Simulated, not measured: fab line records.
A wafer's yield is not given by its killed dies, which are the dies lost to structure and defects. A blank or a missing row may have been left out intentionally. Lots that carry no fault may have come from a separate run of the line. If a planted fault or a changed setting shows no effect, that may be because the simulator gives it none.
fab line records    flow gf180mcu
record: lots: 6  wafers: 17  last-day: 34
route steps=602 shown TOP_METAL@575 PASSIVATION@587
lots that met no fault: from a run of the same line without faults
start-h: hours from the record's first day to the start of the lot's first wafer shown    wait-h: how many hours have passed since the lot's step before this one    " identical to the entry in the row above    L1.1+2: a single row standing in for several wafers    - either no value or no given start    * or withheld: withheld    < > ~ a bound
route shown NAME@n: a module of which the file shows steps, and the number in the route of the first    usual: mean/standard deviation of fault-free wafers    same: alike in all rows    chamber/n: place in a boat    sites: readings site by site    _std_site: standard deviation across them    _edge_site: mean of outer sites minus mean of inner sites    radius-mm: how far each site lies from the wafer's centre    mask NAME#n: copy n    behind: the most recent tool/chamber to have shaped the wafer    hold: what put the lot on hold/how long, in hours/how the hold closed    device: whichever transistor did not switch (one of n, p or np)    end of line: the route-end tests of the same wafers    a step without rows: its recipe alone    killed: the dies lost at the first sort to structure and to defects; this is not the yield of the wafer    map: per-die view of a wafer (x killed, . not killed, _ where there is no die)
set.NAME: the setting that was run; set.NAME@STEP: the one run at that earlier step    model.NAME: the simulator's own value behind a step, which no gauge read
certain route steps with their lots: each step a table, each wafer a row
services: when a tool's chamber went out of use (start-h, in hours from the record's first day, below 0 if earlier), for how many hours, and the reason
== steps ==
step: GF_TOP_METAL_HMDS_08
recipe: prime-time-s: 60  prime-temp-c: 120
step: GF_TOP_METAL_COAT_09
recipe: resist: NOVOLAK  spin-rpm: 3000  resist-thk-nm: 1500
step: GF_TOP_METAL_SOFTBAKE_10
recipe: temp-c: 90  time-s: 60  resist: NOVOLAK
step: GF_TOP_METAL_EXPOSE_11
recipe: mask-id: MetalTop  target-cd-nm: 440  na: 0.6  source-shape: conventional  sigma-outer: 0.6  dose-mj: 170
step: GF_TOP_METAL_PEB_12
recipe: temp-c: withheld  time-s: *  resist: NOVOLAK
step: GF_TOP_METAL_DEVELOP_13
recipe: develop-time-s: 60  dev-temp-c: 23
step: GF_TOP_METAL_CD_MEAS_14
recipe: target-cd-nm: 440
usual: cd-nm: 440.4/2.6
lot.wafer  tool       chamber  start-h  wait-h  cd-nm
L584.1     cd-sem-02  -        645.71   0.2     438.8
L584.3     "          -        "        "       439.2
L584.4     "          -        "        "       440.9
L590.2     cd-sem-02  -        694.01   0.1     437.2
L590.4     "          -        "        "       435.3
L590.5     "          -        "        "       436.9
L597.3     cd-sem-02  -        747.00   0.1     442.6
L597.4     "          -        "        "       440.5
L597.5     "          -        "        "       441.1
L600.2     cd-sem-01  -        758.63   0.1     437.9
L600.5     "          -        "        "       440.4
L601.1     cd-sem-01  -        768.96   0.1     436.6
L601.2     "          -        "        "       440.2
L601.3     "          -        "        "       437.8
L604.1     cd-sem-01  -        786.06   0.1     439.9
L604.3     "          -        "        "       441.6
L604.5     "          -        "        "       441.3
step: GF_TOP_METAL_OVL_MEAS_15
usual: TOP_METAL_OVL: -0.1/1.5
lot.wafer  tool        chamber  start-h  wait-h  TOP_METAL_OVL[nm]
L584.1     overlay-01  -        645.83   0.1     2.3
L584.3     "           -        "        "       2.2
L584.4     "           -        "        "       -1.1
L590.2     overlay-01  -        694.11   0.1     0.8
L590.4     "           -        "        "       0.1
L590.5     "           -        "        "       0.5
L597.3     overlay-02  -        747.10   0.1     2.1
L597.4     "           -        "        "       -0.8
L597.5     "           -        "        "       -0.8
L600.2     overlay-01  -        758.74   0.1     -1.1
L600.5     "           -        "        "       0.4
L601.1     overlay-01  -        769.08   0.1     -0.2
L601.2     "           -        "        "       1.2
L601.3     "           -        "        "       1.7
L604.1     overlay-02  -        786.18   0.1     -0.7
L604.3     "           -        "        "       -0.5
L604.5     "           -        "        "       2.2
step: GF_TOP_METAL_METAL_ETCH_16
recipe: chemistry: Cl2/BCl3  mask-material: NOVOLAK  target-depth-nm: 1197  stop-on: SiO2  pressure-mtorr: 8  icp-w: 800  bias-w: 140  Cl2_flow_sccm: 80  bcl3-flow-sccm: 40  time-s: 199.5
usual: bias-w: 140.0/0.41  drypump-motor-current-A: 5.51/0.2  oes-product-au: 0.990/0.0062  throttle-valve-pct: 28.230/0.0098
same: time-s: 199.5
lot.wafer  tool          chamber  start-h  wait-h  bias-w  drypump-motor-current-A  oes-product-au  rf-hours-counter-h  throttle-valve-pct
L584.1     rie-metal-03  0        645.87   0.0     140.2   5.43                     0.997           10                  28.239
L584.3     "             1        "        "       139.4   5.69                     0.980           -                   28.228
L584.4     "             0        "        "       139.7   5.42                     0.992           -                   28.225
L590.2     rie-metal-02  0        694.21   0.1     140.2   5.86                     0.989           -                   28.224
L590.4     "             0        "        "       139.9   5.88                     0.990           -                   28.228
L590.5     "             0        "        "       140.2   5.86                     0.986           -                   28.245
L597.3     rie-metal-02  0        747.18   0.1     140.4   5.88                     0.994           -                   28.220
L597.4     "             1        "        "       139.3   5.89                     0.998           -                   28.225
L597.5     "             1        "        "       139.3   5.88                     0.989           -                   28.232
L600.2     rie-metal-04  1        758.83   0.1     139.5   5.24                     0.994           -                   28.216
L600.5     "             1        "        "       139.5   5.22                     0.993           -                   28.214
L601.1     rie-metal-03  1        769.12   0.0     139.7   5.67                     0.989           15                  28.236
L601.2     "             0        "        "       140.1   5.39                     0.997           16                  28.238
L601.3     "             0        "        "       140.4   5.38                     0.985           -                   28.234
L604.1     rie-metal-02  1        786.22   0.0     140.1   5.90                     0.993           4                   28.224
L604.3     "             1        "        "       140.5   5.93                     0.989           -                   28.219
L604.5     "             1        "        "       139.6   5.91                     0.995           -                   28.228
step: GF_TOP_METAL_STRIP_17
recipe: chemistry: O2/N2  power-w: 1400  pressure-mtorr: 1500  platen-temp-c: 250  o2-flow-sccm: 3000  n2-flow-sccm: 300  overash-fraction: 0.5
usual: drypump-motor-current-A: 5.8/0.5  heater-power-w: 319/49  oes-product-au: 0.711/0.0044  strip-time-to-endpoint-s: 12.93/0.083
lot.wafer  tool             chamber  start-h  wait-h  drypump-motor-current-A  heater-power-w  oes-product-au  rf-hours-counter-h  strip-time-to-endpoint-s
L584.1     plasma-asher-02  1        646.06   0.1     5.5                      306             0.710           55                  12.91
L584.3     "                0        "        "       6.3                      303             0.704           -                   13.03
L584.4     "                1        "        "       5.5                      297             0.715           -                   12.93
L590.2     plasma-asher-01  1        694.53   0.3     4.9                      295             0.713           27                  12.99
L590.4     "                0        "        "       5.5                      277             0.709           -                   12.93
L590.5     "                0        "        "       5.5                      263             0.710           -                   12.90
L597.3     plasma-asher-03  1        747.34   0.1     6.5                      336             0.717           -                   13.01
L597.4     "                0        "        "       6.0                      441             0.708           -                   12.93
L597.5     "                0        "        "       5.9                      431             0.708           -                   12.99
L600.2     plasma-asher-03  0        759.15   0.3     5.9                      435             0.710           2                   12.90
L600.5     "                1        "        "       6.5                      336             0.716           -                   12.93
L601.1     plasma-asher-01  1        769.31   0.1     4.9                      296             0.707           35                  12.94
L601.2     "                0        "        "       5.5                      269             0.714           35                  12.82
L601.3     "                0        "        "       5.5                      267             0.708           -                   12.89
L604.1     plasma-asher-02  1        786.41   0.1     5.5                      294             0.709           71                  12.91
L604.3     "                0        "        "       6.2                      316             0.715           -                   12.89
L604.5     "                0        "        "       6.3                      312             0.707           -                   12.89
step: GF_TOP_METAL_STRIP_18
recipe: chemistry: post-etch-residue-remover  time-s: 1200  temp-c: 72.5
step: GF_TOP_METAL_CLEAN_19
recipe: chemistry: DIW  dry: n2-spin
step: GF_PASSIVATION_CVD_00
recipe: material: SiO2  target-thk-nm: 1000  precursor: TEOS  temp-c: 400  time-s: 111.95  rf-w: 600
usual: heater-power-w: 700/160  run-length-s: 140.0/0.44
lot.wafer  tool      chamber  start-h  wait-h  heater-power-w  run-length-s  model.SiO2_of_PASSIVATION_CVD_00.thk-nm
L584.1     pecvd-02  1        647.00   0.0     795             139.9         999.1
L584.3     "         0        "        "       538             140.1         995.2
L584.4     "         0        "        "       576             139.9         1026
L590.2     pecvd-03  2        695.06   0.0     696             140.3         1007
L590.4     "         0        "        "       817             140.9         1022
L590.5     "         2        "        "       739             140.4         1022
L597.3     pecvd-03  2        747.84   0.0     679             140.1         1000
L597.4     "         0        "        "       778             140.1         1025
L597.5     "         1        "        "       776             154.3         1158
L600.2     pecvd-03  2        759.72   0.0     660             140.5         1021
L600.5     "         1        "        "       778             154.3         1170
L601.1     pecvd-02  0        769.88   0.0     570             140.0         994.4
L601.2     "         1        "        "       751             140.1         996
L601.3     "         2        "        "       581             140.4         998.6
L604.1     pecvd-02  2        786.94   0.0     654             140.1         992.3
L604.3     "         1        "        "       795             140.2         1000
L604.5     "         0        "        "       544             139.8         1011
step: GF_PASSIVATION_THK_MEAS_01
recipe: reads: SiO2_of_PASSIVATION_CVD_00
usual: PASSIVATION_CVD_00_THK: 1005/13
lot.wafer  tool           chamber  start-h  wait-h  PASSIVATION_CVD_00_THK[nm]
L584.1     film-metro-04  -        647.08   0.0     999
L584.3     "              -        "        "       995
L584.4     "              -        "        "       1026
L590.2     film-metro-04  -        695.15   0.0     1007
L590.4     "              -        "        "       1022
L590.5     "              -        "        "       1022
L597.3     film-metro-03  -        747.94   0.1     1001
L597.4     "              -        "        "       1025
L597.5     "              -        "        "       1158
L600.2     film-metro-03  -        759.81   0.0     1021
L600.5     "              -        "        "       1170
L601.1     film-metro-04  -        769.95   0.0     994
L601.2     "              -        "        "       996
L601.3     "              -        "        "       999
L604.1     film-metro-04  -        787.02   0.0     992
L604.3     "              -        "        "       1001
L604.5     "              -        "        "       1011
step: GF_PASSIVATION_CVD_02
recipe: material: Si3N4  target-thk-nm: 700  time-s: 486.18  temp-c: 400  rf-w: 450
usual: heater-power-w: 746/150  run-length-s: 514.2/0.44
same: time-s: 486.18
lot.wafer  tool      chamber  start-h  wait-h  heater-power-w  run-length-s
L584.1     pecvd-03  0        647.14   0.1     863             515.2
L584.3     "         1        "        "       1011            514.0
L584.4     "         0        "        "       708             515.0
L590.2     pecvd-02  1        695.20   0.0     894             514.4
L590.4     "         1        "        "       704             514.1
L590.5     "         0        "        "       635             514.8
L597.3     pecvd-02  1        747.98   0.0     725             514.8
L597.4     "         0        "        "       623             513.8
L597.5     "         2        "        "       668             514.6
L600.2     pecvd-01  2        759.86   0.0     496             514.5
L600.5     "         2        "        "       416             514.5
L601.1     pecvd-03  1        770.01   0.1     1021            513.7
L601.2     "         0        "        "       834             514.4
L601.3     "         2        "        "       805             514.6
L604.1     pecvd-03  0        787.08   0.1     762             514.3
L604.3     "         1        "        "       874             513.6
L604.5     "         2        "        "       755             514.2
step: GF_PASSIVATION_THK_MEAS_03
recipe: reads: Si3N4_of_PASSIVATION_CVD_02
usual: PASSIVATION_CVD_02_THK: 701/8.2
lot.wafer  tool           chamber  start-h  wait-h  PASSIVATION_CVD_02_THK[nm]
L584.1     film-metro-02  -        647.57   0.3     688
L584.3     "              -        "        "       709
L584.4     "              -        "        "       701
L590.2     film-metro-03  -        695.50   0.2     700
L590.4     "              -        "        "       707
L590.5     "              -        "        "       707
L597.3     film-metro-03  -        748.29   0.2     698
L597.4     "              -        "        "       710
L597.5     "              -        "        "       700
L600.2     film-metro-03  -        760.30   0.3     699
L600.5     "              -        "        "       701
L601.1     film-metro-04  -        770.30   0.1     698
L601.2     "              -        "        "       698
L601.3     "              -        "        "       689
L604.1     film-metro-02  -        787.37   0.1     699
L604.3     "              -        "        "       704
L604.5     "              -        "        "       706
step: GF_PASSIVATION_DEHYDRATE_04
recipe: temp-c: 200  time-s: 60
step: GF_PASSIVATION_HMDS_05
recipe: prime-time-s: 60  prime-temp-c: 120
step: GF_PASSIVATION_COAT_06
recipe: spin-rpm: 2000  resist-thk-nm: 4000
step: GF_PASSIVATION_SOFTBAKE_07
recipe: temp-c: 110  time-s: withheld
step: GF_PASSIVATION_EXPOSE_08
recipe: mask-id: Pad  target-cd-nm: 40000  na: 0.57  dose-mj: 310
step: GF_PASSIVATION_PEB_09
recipe: temp-c: 115  time-s: withheld
step: GF_PASSIVATION_DEVELOP_10
recipe: develop-time-s: 60  dev-temp-c: 23
step: GF_PASSIVATION_ETCH_11
recipe: chemistry: CF4/O2  target-depth-nm: 2040  stop-on: TiN  source-w: 800  bias-w: 150  pressure-mtorr: 150  cf4-flow-sccm: 80  O2_flow_sccm: 10  time-s: 453.3
usual: bias-w: 150.0/0.44  drypump-motor-current-A: 5.8/0.35  oes-product-au: 0.991/0.0053  throttle-valve-pct: 5.967/0.0086
same: time-s: 453.3
lot.wafer  tool         chamber  start-h  wait-h  bias-w  drypump-motor-current-A  oes-product-au  rf-hours-counter-h  throttle-valve-pct
L584.1     rie-diel-01  1        666.06   -       149.1   6.1                      0.987           18                  5.972
L584.3     "            3        "        "       150.6   6.2                      0.995           25                  5.969
L584.4     "            2        "        "       150.5   5.3                      0.996           15                  5.981
L590.2     rie-diel-02  0        713.62   -       150.0   6.1                      0.985           18                  5.962
L590.4     "            3        "        "       149.5   5.6                      0.984           -                   5.959
L590.5     "            2        "        "       150.1   5.8                      0.987           -                   5.975
L597.3     rie-diel-02  0        764.12   -       150.2   6.1                      0.988           21                  5.964
L597.4     "            2        "        "       150.0   5.7                      0.990           13                  5.963
L597.5     "            1        "        "       149.3   6.0                      0.939           -                   5.944
L600.2     rie-diel-01  2        776.17   -       149.8   5.3                      0.994           20                  5.952
L600.5     "            3        "        "       150.5   6.2                      0.947           -                   5.953
L601.1     rie-diel-02  0        785.59   -       149.5   6.1                      0.995           22                  5.980
L601.2     "            1        "        "       150.8   6.0                      0.989           3                   5.964
L601.3     "            3        "        "       150.4   5.6                      0.988           13                  5.962
L604.1     rie-diel-01  2        802.67   -       149.8   5.3                      0.995           22                  5.977
L604.3     "            0        "        "       149.8   5.4                      0.998           43                  5.943
L604.5     "            2        "        "       149.6   5.3                      1.001           -                   5.975
step: GF_PASSIVATION_STRIP_12
recipe: chemistry: O2/N2  power-w: 1400  pressure-mtorr: 1500  platen-temp-c: 250  o2-flow-sccm: 3000  n2-flow-sccm: 300  overash-fraction: 0.5
usual: drypump-motor-current-A: 6.0/0.45  heater-power-w: 328/53  oes-product-au: 0.719/0.0046  strip-time-to-endpoint-s: 32.87/0.2
lot.wafer  tool             chamber  start-h  wait-h  drypump-motor-current-A  heater-power-w  oes-product-au  rf-hours-counter-h  strip-time-to-endpoint-s
L584.1     plasma-asher-03  1        666.33   0.1     6.5                      334             0.714           110                 32.85
L584.3     "                1        "        "       6.5                      330             0.726           -                   32.57
L584.4     "                0        "        "       6.0                      440             0.717           -                   32.70
L590.2     plasma-asher-04  0        713.89   0.1     6.5                      301             0.719           86                  32.86
L590.4     "                0        "        "       6.5                      296             0.716           -                   33.07
L590.5     "                0        "        "       6.5                      290             0.724           -                   32.69
L597.3     plasma-asher-04  1        764.43   0.2     5.4                      290             0.725           -                   32.75
L597.4     "                0        "        "       6.5                      301             0.719           -                   32.81
L597.5     "                0        "        "       6.5                      302             0.719           -                   33.01
L600.2     plasma-asher-03  0        776.44   0.1     5.9                      438             0.713           4                   32.59
L600.5     "                0        "        "       5.9                      440             0.717           -                   32.83
L601.1     plasma-asher-02  1        785.86   0.1     5.5                      308             0.724           70                  32.82
L601.2     "                0        "        "       6.2                      308             0.718           70                  33.05
L601.3     "                0        "        "       6.3                      311             0.723           -                   33.08
L604.1     plasma-asher-03  0        802.94   0.1     6.0                      433             0.721           7                   32.66
L604.3     "                0        "        "       6.0                      446             0.721           -                   32.37
L604.5     "                1        "        "       6.5                      338             0.717           -                   32.68
== services ==
tool             chamber  start-h  hours  kind
rie-metal-03     -        629.47   2.4    repair
pecvd-03         2        637.08   15.2   repair
plasma-asher-01  -        650.32   5.0    repair
plasma-asher-01  -        651.49   1.4    repair
rie-diel-02      2        652.52   7.8    repair
rie-diel-02      -        659.01   0.4    repair
rie-metal-02     1        667.17   4.8    repair
plasma-asher-04  -        674.04   7.8    repair
rie-metal-04     -        678.99   2.1    repair
pecvd-03         -        679.91   1.2    repair
plasma-asher-04  -        685.46   3.2    repair
pecvd-03         0        696.68   3.5    repair
rie-diel-01      2        698.95   2.8    repair
rie-diel-01      0        705.33   9.0    repair
plasma-asher-03  -        733.75   9.0    pm
plasma-asher-03  -        734.16   0.7    repair
pecvd-02         2        737.48   9.2    repair
rie-diel-02      3        740.87   7.8    repair
plasma-asher-01  -        748.82   4.3    pm
rie-metal-03     -        761.40   1.2    repair
pecvd-03         -        765.90   2.8    pm
plasma-asher-02  -        768.53   2.8    pm
rie-diel-01      3        771.56   1.6    repair
pecvd-02         -        786.29   0.3    repair
== key ==
first-sign: step: GF_PASSIVATION_CVD_00  reading: run-length-s  direction: up  sigmas: 33  usual: *  struck: *
effect: step: GF_PASSIVATION_THK_MEAS_01  reading: PASSIVATION_CVD_00_THK  direction: up  sigmas: 13  usual: 1005  struck: 1164
effect: step: GF_PASSIVATION_ETCH_11  reading: oes-product-au  direction: down  sigmas: 8.9  usual: 0.991  struck: 0.943
model-effect: step: GF_PASSIVATION_CVD_00  value: SiO2_of_PASSIVATION_CVD_00.thk-nm  without: 1028  struck: 1164
met-at GF_PASSIVATION_CVD_00
struck-wafers L597.5,L600.5
later-rows-left-out L597.5
sort-left-out L597.5
onset-between 695.06 747.84
fault: kind: process-parameter-drift  tool: pecvd-03  chamber: -  onset-h: 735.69  steps: GF_PASSIVATION_CVD_00  channel: time-s  offset: *  shape: step  end-h: 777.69  scope: struck-wafers-only  acts-in: *  stated: *
sort-left-out: the simulated sort isn't trusted on such a fault, so these wafers' sort isn't shown, and their yield isn't known
later-rows-left-out: the simulator's readings of these wafers behind a module that went badly wrong aren't trusted and aren't shown, but for the sort
